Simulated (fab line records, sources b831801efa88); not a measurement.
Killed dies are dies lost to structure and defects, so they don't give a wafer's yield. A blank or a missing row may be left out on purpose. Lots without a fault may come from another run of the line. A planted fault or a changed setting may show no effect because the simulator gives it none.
Chamber matching | flow gf180mcu | GF_SAB_CVD_00 on pecvd-02: 3 sister chambers
The step deposits SiO2 from TEOS, target thk 50 nm, time 4.9302 s. 3 wafers are shown with their chamber, then 7 later ones without.

WAFERS WITH THEIR CHAMBER
wafer  | chamber | heater_power_w (W)
L353.6 | 1       | 788
L356.1 | 0       | 605
L356.2 | 2       | 791

WAFERS WITHOUT THEIR CHAMBER
wafer  | heater_power_w (W)
L356.3 | 664
L357.2 | 705
L357.4 | 737
L357.5 | 723
L359.1 | 808
L359.5 | 741
L359.6 | 519

WHICH CHAMBER EACH WENT THROUGH
wafer  | from the rows above          | in truth
L356.3 | can't be placed: 0 or 1 or 2 | 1
L357.2 | can't be placed: 1 or 2 or 0 | 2
L357.4 | can't be placed: 1 or 2 or 0 | 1
L357.5 | can't be placed: 1 or 2 or 0 | 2
L359.1 | can't be placed: 2 or 1      | 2
L359.5 | can't be placed: 1 or 2 or 0 | 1
L359.6 | 0                            | 0
Placed correctly: 1 of 7. Can't be placed from these rows: 6 (the true chamber is among the candidates in 6). Placed wrongly: 0.
How it was worked out, from the rows above alone: a wafer's distance from a chamber is the root of the sum, over the readings, of the square of ((its reading less the chamber's mean) divided by the reading's scatter). The wafer belongs to the nearest chamber; if the next one is less than 2 further off, it can't be placed. A chamber's mean is the mean of its shown wafers. The scatter: with one shown wafer a chamber, the root of the mean of the squares of how far each hidden wafer lies from its nearest shown one.
